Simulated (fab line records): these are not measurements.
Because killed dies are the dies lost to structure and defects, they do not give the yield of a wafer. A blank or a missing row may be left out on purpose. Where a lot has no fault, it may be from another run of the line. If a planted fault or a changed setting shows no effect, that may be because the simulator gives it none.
fab line records | flow gf180mcu
[record] lots = 14 | wafers = 42 | last-day = 34
route steps=602 shown STI@16 LVPWELL@64 MVPSD@82 DUAL_GATE@154
lots untouched by any fault: they come from a run of this same line in which no faults occurred
start-h: hours from the record's opening day to when the first of the lot's shown wafers began | wait-h: hours since the lot's step before | " unchanged from the row above | L1.1+2: one row covering several wafers at once | - value missing, or start not given | * or withheld: withheld | < > ~ a bound
route shown NAME@n: a module of which the file shows steps, and the number in the route of the first | usual: the fault-free wafers' mean and standard deviation | same: alike in all rows | chamber/n: place in a boat | sites: readings site by site | _std_site: how widely they spread, as a standard deviation | _edge_site: outer sites' mean less inner sites' | radius-mm: how far each site lies from the wafer's centre | mask NAME#n: copy n | behind: the most recent tool/chamber to have shaped the wafer | hold: why the lot went on hold/how many hours it stayed there/how the hold came to an end | device: which transistor (n, p or np) failed to switch | end of line: the tests these same wafers got at the end of their route | where a step has no rows: the recipe by itself | killed: not the wafer's yield, but the dies lost to structure and defects at the first sort | map: dies across one wafer; x = killed, . = not, _ = none there
set.NAME: the setting the step ran with; set.NAME@STEP: the setting that earlier step ran with | model.NAME: the simulator's own value behind a step, which no gauge read
steps of the route over a sample of lots; a table a step, a row a wafer
services: when a tool's chamber went out of use (start-h, in hours from the record's first day, below 0 if earlier), for how many hours, and the reason
[[steps]]
[step GF_STI_STRIP_15]
[recipe] chemistry = O2/N2 | power-w = 1400 | pressure-mtorr = 1500 | platen-temp-c = 250 | o2-flow-sccm = 3000 | n2-flow-sccm = 300 | overash-fraction = 0.5
[usual] drypump-motor-current-A = 5.98/0.3 | heater-power-w = 345/29 | oes-product-au = 0.383/0.0049 | strip-time-to-endpoint-s = 3.72/0.046
lot.wafer | tool            | chamber | start-h | wait-h | drypump-motor-current-A | heater-power-w | oes-product-au | rf-hours-counter-h | strip-time-to-endpoint-s
L261.1    | plasma-asher-02 | 1       | 25.74   | 0.0    | 5.69                    | 334            | 0.384          | 36                 | 3.69
L261.2    | "               | 0       | "       | "      | 5.65                    | 334            | 0.382          | 36                 | 3.74
L261.5    | "               | 0       | "       | "      | 5.68                    | 344            | 0.384          | -                  | 3.67
L262.2    | plasma-asher-02 | 0       | 32.02   | 0.0    | 5.64                    | 346            | 0.389          | 37                 | 3.72
L262.3    | "               | 0       | "       | "      | 5.65                    | 348            | 0.377          | -                  | 3.79
L262.6    | "               | 0       | "       | "      | 5.65                    | 342            | 0.383          | -                  | 3.71
L264.1    | plasma-asher-01 | 1       | 40.22   | 0.0    | 6.49                    | 391            | 0.383          | 36                 | 3.68
L264.2    | "               | 0       | "       | "      | 6.10                    | 351            | 0.385          | 36                 | 3.74
L264.4    | "               | 0       | "       | "      | 6.10                    | 349            | 0.376          | -                  | 3.70
L265.2    | plasma-asher-04 | 0       | 46.72   | 0.0    | 6.18                    | 292            | 0.383          | 25                 | 3.79
L265.3    | "               | 1       | "       | "      | 5.91                    | 325            | 0.386          | -                  | 3.79
L265.6    | "               | 1       | "       | "      | 5.94                    | 320            | 0.384          | -                  | 3.69
L267.1    | plasma-asher-04 | 1       | 57.12   | 0.0    | 5.92                    | 325            | 0.386          | 26                 | 3.81
L267.2    | "               | 0       | "       | "      | 6.18                    | 305            | 0.383          | 26                 | 3.70
L267.5    | "               | 0       | "       | "      | 6.22                    | 304            | 0.378          | -                  | 3.70
L268.1    | plasma-asher-04 | 0       | 62.36   | 0.0    | 6.20                    | 293            | 0.389          | 27                 | 3.78
L268.3    | "               | 0       | "       | "      | 6.20                    | 301            | 0.381          | -                  | 3.74
L268.5    | "               | 1       | "       | "      | 5.92                    | 327            | 0.389          | -                  | 3.72
L273.1    | plasma-asher-02 | 1       | 87.32   | 0.0    | 5.74                    | 333            | 0.385          | 40                 | 3.74
L273.2    | "               | 0       | "       | "      | 5.68                    | 344            | 0.374          | 40                 | 3.75
L273.6    | "               | 1       | "       | "      | 5.73                    | 340            | 0.381          | -                  | 3.64
L275.2    | plasma-asher-01 | 1       | 97.42   | 0.0    | 6.49                    | 387            | 0.383          | 43                 | 3.69
L275.4    | "               | 0       | "       | "      | 6.12                    | 339            | 0.385          | -                  | 3.75
L275.5    | "               | 0       | "       | "      | 6.11                    | 345            | 0.381          | -                  | 3.66
L276.4    | plasma-asher-02 | 0       | 103.35  | 0.1    | 5.66                    | 348            | 0.382          | -                  | 3.73
L276.5    | "               | 1       | "       | "      | 5.72                    | 340            | 0.381          | -                  | 3.74
L276.6    | "               | 0       | "       | "      | 5.67                    | 356            | 0.380          | -                  | 3.70
L278.1    | plasma-asher-02 | 1       | 112.82  | 0.0    | 5.69                    | 342            | 0.377          | 43                 | 3.70
L278.2    | "               | 0       | "       | "      | 5.64                    | 352            | 0.376          | 43                 | 3.68
L278.4    | "               | 1       | "       | "      | 5.70                    | 336            | 0.382          | -                  | 3.70
L279.3    | plasma-asher-02 | 1       | 119.75  | 0.1    | 5.71                    | 345            | 0.388          | -                  | 3.82
L279.4    | "               | 0       | "       | "      | 5.67                    | 344            | 0.381          | -                  | 3.64
L279.5    | "               | 0       | "       | "      | 5.67                    | 346            | 0.377          | -                  | 3.71
L281.2    | plasma-asher-02 | 0       | 129.56  | 0.0    | 5.67                    | 342            | 0.388          | 45                 | 3.78
L281.4    | "               | 1       | "       | "      | 5.69                    | 336            | 0.388          | -                  | 3.74
L281.5    | "               | 1       | "       | "      | 5.71                    | 344            | 0.385          | -                  | 3.73
L282.1    | plasma-asher-01 | 1       | 134.12  | 0.0    | 6.52                    | 418            | 0.375          | 2                  | 3.60
L282.2    | "               | 0       | "       | "      | 6.10                    | 345            | 0.382          | 2                  | 3.71
L282.4    | "               | 1       | "       | "      | 6.54                    | 408            | 0.383          | -                  | 3.73
L284.1    | plasma-asher-01 | 0       | 145.07  | 0.0    | 6.11                    | 339            | 0.387          | 3                  | 3.69
L284.4    | "               | 0       | "       | "      | 6.12                    | 346            | 0.380          | -                  | 3.74
L284.6    | "               | 1       | "       | "      | 6.50                    | 410            | 0.378          | -                  | 3.71
[step GF_LVPWELL_STRIP_10]
[recipe] chemistry = O2/N2 | power-w = 1400 | pressure-mtorr = 1500 | platen-temp-c = 250 | o2-flow-sccm = 3000 | n2-flow-sccm = 300 | overash-fraction = 0.5
[usual] drypump-motor-current-A = 5.8/0.54 | heater-power-w = 369/34 | oes-product-au = 0.723/0.0043 | strip-time-to-endpoint-s = 36.97/0.089
lot.wafer | tool            | chamber | start-h | wait-h | drypump-motor-current-A | heater-power-w | oes-product-au | rf-hours-counter-h | strip-time-to-endpoint-s
L261.1    | plasma-asher-03 | 1       | 68.18   | 0.1    | 4.8                     | 350            | 0.722          | 43                 | 36.99
L261.2    | "               | 0       | "       | "      | 6.0                     | 408            | 0.723          | 43                 | 36.94
L261.5    | "               | 1       | "       | "      | 4.8                     | 346            | 0.730          | -                  | 37.01
L262.2    | plasma-asher-02 | 0       | 75.64   | 0.1    | 5.7                     | 348            | 0.719          | 39                 | 36.99
L262.3    | "               | 0       | "       | "      | 5.7                     | 349            | 0.721          | -                  | 37.03
L262.6    | "               | 1       | "       | "      | 5.7                     | 335            | 0.723          | -                  | 37.06
L264.1    | plasma-asher-01 | 0       | 84.64   | 0.1    | 6.1                     | 354            | 0.724          | 41                 | 36.93
L264.2    | "               | 1       | "       | "      | 6.5                     | 393            | 0.729          | 41                 | 36.84
L264.4    | "               | 0       | "       | "      | 6.1                     | 342            | 0.721          | -                  | 36.81
L265.2    | plasma-asher-02 | 1       | 91.68   | 0.1    | 5.7                     | 339            | 0.730          | 41                 | 37.01
L265.3    | "               | 1       | "       | "      | 5.7                     | 343            | 0.720          | -                  | 37.04
L265.6    | "               | 1       | "       | "      | 5.7                     | 327            | 0.716          | -                  | 37.07
L267.1    | plasma-asher-03 | 1       | 102.64  | 0.1    | 4.8                     | 340            | 0.730          | 46                 | 36.92
L267.2    | "               | 0       | "       | "      | 6.0                     | 424            | 0.727          | 46                 | 36.95
L267.5    | "               | 0       | "       | "      | 6.0                     | 428            | 0.727          | -                  | 36.95
L268.1    | plasma-asher-02 | 1       | 108.19  | 0.1    | 5.7                     | 344            | 0.723          | 42                 | 37.06
L268.3    | "               | 1       | "       | "      | 5.7                     | 338            | 0.724          | -                  | 37.00
L268.5    | "               | 0       | "       | "      | 5.7                     | 356            | 0.717          | -                  | 37.06
L273.1    | plasma-asher-01 | 0       | 136.68  | 0.1    | 6.1                     | 349            | 0.723          | 2                  | 37.02
L273.2    | "               | 1       | "       | "      | 6.5                     | 403            | 0.717          | 2                  | 37.03
L273.6    | "               | 0       | "       | "      | 6.1                     | 341            | 0.727          | -                  | 36.99
L275.2    | plasma-asher-02 | 1       | 149.98  | 0.1    | 5.7                     | 344            | 0.721          | 47                 | 37.06
L275.4    | "               | 1       | "       | "      | 5.7                     | 334            | 0.718          | -                  | 37.06
L275.5    | "               | 1       | "       | "      | 5.7                     | 343            | 0.722          | -                  | 36.96
L276.4    | plasma-asher-01 | 0       | 155.42  | 0.1    | 6.1                     | 336            | 0.726          | -                  | 36.99
L276.5    | "               | 0       | "       | "      | 6.1                     | 345            | 0.723          | -                  | 37.03
L276.6    | "               | 1       | "       | "      | 6.5                     | 414            | 0.725          | -                  | 36.95
L278.1    | plasma-asher-03 | 0       | 163.49  | 0.1    | 6.0                     | 420            | 0.720          | 53                 | 37.13
L278.2    | "               | 1       | "       | "      | 4.8                     | 348            | 0.726          | 53                 | 37.10
L278.4    | "               | 1       | "       | "      | 4.8                     | 351            | 0.716          | -                  | 37.21
L279.3    | plasma-asher-03 | 1       | 172.92  | 0.1    | 4.8                     | 352            | 0.728          | -                  | 36.89
L279.4    | "               | 0       | "       | "      | 6.0                     | 415            | 0.726          | -                  | 36.86
L279.5    | "               | 0       | "       | "      | 6.0                     | 421            | 0.730          | -                  | 36.85
L281.2    | plasma-asher-01 | 1       | 181.63  | 0.2    | 6.5                     | 417            | 0.723          | 8                  | 36.96
L281.4    | "               | 0       | "       | "      | 6.1                     | 341            | 0.732          | -                  | 36.95
L281.5    | "               | 0       | "       | "      | 6.1                     | 340            | 0.726          | -                  | 37.00
L282.1    | plasma-asher-01 | 1       | 187.28  | 0.1    | 6.5                     | 408            | 0.717          | 8                  | 37.03
L282.2    | "               | 0       | "       | "      | 6.1                     | 340            | 0.721          | 8                  | 37.01
L282.4    | "               | 1       | "       | "      | 6.5                     | 410            | 0.720          | -                  | 37.04
L284.1    | plasma-asher-03 | 1       | 198.93  | 0.1    | 4.8                     | 347            | 0.716          | 57                 | 36.86
L284.4    | "               | 1       | "       | "      | 4.8                     | 352            | 0.726          | -                  | 36.77
L284.6    | "               | 1       | "       | "      | 4.8                     | 355            | 0.721          | -                  | 36.84
[step GF_MVPSD_EXPOSE_04]
[recipe] mask-id = MVPSD | target-cd-nm = 1000 | na = 0.6 | source-shape = conventional | sigma-outer = 0.6 | dose-mj = 260
[usual] exposure-dose-mJ-cm2 = 259.96/0.25 | focus-offset-nm = 0.1/0.52
lot.wafer | tool             | chamber | start-h | wait-h | mask    | exposure-dose-mJ-cm2 | focus-offset-nm
L261.1    | iline-stepper-02 | 0       | 89.05   | -      | MVPSD#0 | 259.93               | 0.2
L261.2    | "                | 0       | "       | "      | MVPSD#0 | 260.09               | 0.1
L261.5    | "                | 0       | "       | "      | MVPSD#0 | 259.93               | 0.8
L262.2    | iline-stepper-02 | 0       | 95.72   | -      | MVPSD#0 | 259.79               | 0.5
L262.3    | "                | 0       | "       | "      | MVPSD#0 | 259.62               | 0.4
L262.6    | "                | 0       | "       | "      | MVPSD#0 | 260.19               | 0.3
L264.1    | iline-stepper-01 | 0       | 106.50  | -      | MVPSD#0 | 259.85               | 1.5
L264.2    | "                | 0       | "       | "      | MVPSD#0 | 259.92               | 0.3
L264.4    | "                | 0       | "       | "      | MVPSD#0 | 260.06               | 0.3
L265.2    | iline-stepper-02 | 0       | 113.10  | -      | MVPSD#0 | 260.25               | -0.4
L265.3    | "                | 0       | "       | "      | MVPSD#0 | 260.25               | -0.8
L265.6    | "                | 0       | "       | "      | MVPSD#0 | 259.79               | -0.6
L267.1    | iline-stepper-02 | -       | 124.12  | -      | MVPSD#0 | -                    | -
L267.2    | "                | -       | "       | "      | MVPSD#0 | -                    | -
L267.5    | "                | -       | "       | "      | MVPSD#0 | -                    | -
L268.1    | iline-stepper-01 | -       | 130.52  | -      | MVPSD#0 | -                    | -
L268.3    | "                | -       | "       | "      | MVPSD#0 | -                    | -
L268.5    | "                | -       | "       | "      | MVPSD#0 | -                    | -
L273.1    | iline-stepper-01 | 0       | 160.60  | -      | MVPSD#0 | 260.37               | 0.1
L273.2    | "                | 0       | "       | "      | MVPSD#0 | 259.74               | 0.4
L273.6    | "                | 0       | "       | "      | MVPSD#0 | 259.97               | -0.8
L275.2    | iline-stepper-01 | 0       | 174.09  | -      | MVPSD#0 | 259.56               | -0.7
L275.4    | "                | 0       | "       | "      | MVPSD#0 | 260.12               | -0.5
L275.5    | "                | 0       | "       | "      | MVPSD#0 | 260.11               | -0.2
L276.4    | iline-stepper-02 | 0       | 179.78  | -      | MVPSD#0 | 259.91               | 0.1
L276.5    | "                | 0       | "       | "      | MVPSD#0 | 260.12               | 0.5
L276.6    | "                | 0       | "       | "      | MVPSD#0 | 259.73               | -0.6
L278.1    | iline-stepper-02 | 0       | 188.99  | -      | MVPSD#0 | 260.37               | -0.2
L278.2    | "                | 0       | "       | "      | MVPSD#0 | 260.76               | 0.2
L278.4    | "                | 0       | "       | "      | MVPSD#0 | 260.20               | 1.3
L279.3    | iline-stepper-02 | 0       | 198.43  | -      | MVPSD#0 | 260.32               | 0.5
L279.4    | "                | 0       | "       | "      | MVPSD#0 | 260.42               | 0.3
L279.5    | "                | 0       | "       | "      | MVPSD#0 | 260.01               | 0.1
L281.2    | iline-stepper-02 | 0       | 207.59  | -      | MVPSD#0 | 260.00               | -0.3
L281.4    | "                | 0       | "       | "      | MVPSD#0 | 260.14               | -0.7
L281.5    | "                | 0       | "       | "      | MVPSD#0 | 260.00               | 0.3
L282.1    | iline-stepper-02 | 0       | 213.99  | -      | MVPSD#0 | 259.53               | 0.1
L282.2    | "                | 0       | "       | "      | MVPSD#0 | 259.77               | -0.2
L282.4    | "                | 0       | "       | "      | MVPSD#0 | 259.97               | 0.8
L284.1    | iline-stepper-01 | 0       | 225.97  | -      | MVPSD#0 | 259.85               | 0.2
L284.4    | "                | 0       | "       | "      | MVPSD#0 | 259.85               | -0.3
L284.6    | "                | 0       | "       | "      | MVPSD#0 | 259.43               | -0.4
[step GF_DUAL_GATE_STRIP_13]
[recipe] chemistry = O2/N2 | power-w = 1400 | pressure-mtorr = 1500 | platen-temp-c = 250 | o2-flow-sccm = 3000 | n2-flow-sccm = 300 | overash-fraction = 0.5
[usual] drypump-motor-current-A = 5.8/0.56 | heater-power-w = 371/35 | oes-product-au = 0.716/0.0048 | strip-time-to-endpoint-s = 12.63/0.035
lot.wafer | tool            | chamber | start-h | wait-h | drypump-motor-current-A | heater-power-w | oes-product-au | rf-hours-counter-h | strip-time-to-endpoint-s
L261.1    | plasma-asher-01 | 1       | 175.27  | 0.0    | 6.5                     | 407            | 0.723          | 7                  | 12.63
L261.2    | "               | 0       | "       | "      | 6.1                     | 337            | 0.711          | 7                  | 12.59
L261.5    | "               | 1       | "       | "      | 6.5                     | 406            | 0.713          | -                  | 12.59
L262.2    | plasma-asher-02 | 1       | 182.66  | 0.0    | 5.7                     | 338            | 0.708          | 51                 | 12.58
L262.3    | "               | 1       | "       | "      | 5.7                     | 348            | 0.712          | -                  | 12.61
L262.6    | "               | 0       | "       | "      | 5.6                     | 354            | 0.726          | -                  | 12.61
L264.1    | plasma-asher-01 | 0       | 194.96  | 0.0    | 6.1                     | 334            | 0.722          | 9                  | 12.62
L264.2    | "               | 1       | "       | "      | 6.5                     | 412            | 0.716          | 9                  | 12.61
L264.4    | "               | 0       | "       | "      | 6.1                     | 330            | 0.714          | -                  | 12.62
L265.2    | plasma-asher-01 | 0       | 203.76  | 0.0    | 6.1                     | 332            | 0.715          | 10                 | 12.66
L265.3    | "               | 1       | "       | "      | 6.5                     | 407            | 0.708          | -                  | 12.64
L265.6    | "               | 0       | "       | "      | 6.1                     | 332            | 0.713          | -                  | 12.59
L267.1    | plasma-asher-03 | 0       | 217.63  | 0.0    | 6.0                     | 419            | 0.718          | 59                 | 12.57
L267.2    | "               | 1       | "       | "      | 4.8                     | 347            | 0.711          | 59                 | 12.63
L267.5    | "               | 1       | "       | "      | 4.8                     | 346            | 0.724          | -                  | 12.60
L268.1    | plasma-asher-01 | 0       | 225.22  | 0.0    | 6.1                     | 335            | 0.714          | 12                 | 12.64
L268.3    | "               | 1       | "       | "      | 6.5                     | 407            | 0.715          | -                  | 12.67
L268.5    | "               | 0       | "       | "      | 6.1                     | 335            | 0.719          | -                  | 12.64
L273.1    | plasma-asher-01 | 0       | 262.76  | 0.0    | 6.1                     | 342            | 0.716          | 16                 | 12.66
L273.2    | "               | 1       | "       | "      | 6.5                     | 414            | 0.720          | 16                 | 12.66
L273.6    | "               | 0       | "       | "      | 6.1                     | 332            | 0.713          | -                  | 12.64
L275.2    | plasma-asher-01 | 0       | 276.96  | 0.0    | 6.1                     | 339            | 0.714          | 17                 | 12.62
L275.4    | "               | 1       | "       | "      | 6.5                     | 420            | 0.722          | -                  | 12.59
L275.5    | "               | 1       | "       | "      | 6.5                     | 415            | 0.719          | -                  | 12.63
L276.4    | plasma-asher-03 | 1       | 284.39  | 0.0    | 4.8                     | 350            | 0.726          | -                  | 12.66
L276.5    | "               | 1       | "       | "      | 4.8                     | 348            | 0.722          | -                  | 12.64
L276.6    | "               | 0       | "       | "      | 6.0                     | 415            | 0.712          | -                  | 12.68
L278.1    | plasma-asher-03 | 0       | 295.26  | 0.0    | 6.0                     | 420            | 0.718          | 67                 | 12.66
L278.2    | "               | 1       | "       | "      | 4.8                     | 355            | 0.717          | 67                 | 12.64
L278.4    | "               | 0       | "       | "      | 6.0                     | 435            | 0.709          | -                  | 12.65
L279.3    | plasma-asher-01 | 1       | 307.50  | 0.0    | 6.5                     | 406            | 0.716          | -                  | 12.55
L279.4    | "               | 0       | "       | "      | 6.1                     | 345            | 0.715          | -                  | 12.58
L279.5    | "               | 1       | "       | "      | 6.5                     | 417            | 0.711          | -                  | 12.58
L281.2    | plasma-asher-03 | 0       | 318.16  | 0.0    | 6.0                     | 419            | 0.718          | 70                 | 12.63
L281.4    | "               | 1       | "       | "      | 4.8                     | 351            | 0.713          | -                  | 12.70
L281.5    | "               | 1       | "       | "      | 4.8                     | 342            | 0.714          | -                  | 12.63
L282.1    | plasma-asher-01 | 1       | 324.75  | 0.0    | 6.5                     | 403            | 0.711          | 22                 | 12.63
L282.2    | "               | 0       | "       | "      | 6.1                     | 342            | 0.713          | 22                 | 12.63
L282.4    | "               | 0       | "       | "      | 6.1                     | 340            | 0.705          | -                  | 12.66
L284.1    | plasma-asher-03 | 1       | 341.05  | 0.0    | 4.8                     | 343            | 0.717          | 72                 | 12.66
L284.4    | "               | 0       | "       | "      | 6.0                     | 412            | 0.716          | -                  | 12.65
L284.6    | "               | 1       | "       | "      | 4.8                     | 342            | 0.719          | -                  | 12.65
[[services]]
tool             | chamber | start-h | hours | kind
plasma-asher-03  | -       | 19.21   | 2.8   | pm
plasma-asher-04  | -       | 25.16   | 15.9  | pm
plasma-asher-02  | -       | 39.93   | 30.3  | pm
iline-stepper-01 | -       | 73.96   | 1.7   | pm
iline-stepper-02 | -       | 85.93   | 1.7   | pm
plasma-asher-01  | -       | 108.75  | 9.0   | pm
plasma-asher-01  | -       | 113.90  | 4.1   | repair
plasma-asher-02  | -       | 114.91  | 2.2   | repair
plasma-asher-03  | -       | 123.35  | 6.7   | pm
plasma-asher-01  | -       | 126.86  | 0.5   | repair
plasma-asher-04  | -       | 139.65  | 28.1  | pm
plasma-asher-02  | -       | 170.73  | 2.7   | repair
plasma-asher-04  | -       | 173.41  | 0.6   | repair
iline-stepper-01 | -       | 183.13  | 1.7   | repair
iline-stepper-01 | -       | 196.73  | 0.6   | repair
plasma-asher-02  | -       | 212.18  | 0.7   | repair
plasma-asher-03  | -       | 277.39  | 1.5   | repair
iline-stepper-02 | -       | 283.11  | 4.4   | pm
iline-stepper-01 | -       | 292.14  | 1.7   | pm
iline-stepper-02 | -       | 294.86  | 2.4   | repair
plasma-asher-01  | -       | 304.10  | 3.2   | repair
iline-stepper-01 | -       | 313.72  | 1.0   | repair
plasma-asher-02  | -       | 315.46  | 2.8   | pm
iline-stepper-02 | -       | 339.81  | 7.3   | repair
[[key]]
[first-sign] step = GF_MVPSD_EXPOSE_04 | reading = tool-record | direction = missing
effect none on later readings
met-at GF_MVPSD_EXPOSE_04
struck-lots L267,L268
sort-left-out L267.1,L267.2,L267.5,L268.1,L268.3,L268.5
tester-left-out L267,L268
not-acting-at GF_STI_STRIP_15,GF_LVPWELL_STRIP_10,GF_DUAL_GATE_STRIP_13
onset-between 113.10 124.12
[fault] kind = skipped-step-whole | tool = iline-stepper-01,iline-stepper-02 | chamber = - | onset-h = 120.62 | steps = GF_MVPSD_EXPOSE_04 | scope = struck-lots-only
// tester-left-out: of these lots the tester's yield and bins aren't shown, on N5 and GAA mostly nor the transistor test; their killed dies are dies lost to structure and defects alone, not to doping, threshold or leakage, so they don't give the yield
// sort-left-out: the simulated sort isn't trusted on such a fault, so these wafers' sort isn't shown, and their yield isn't known
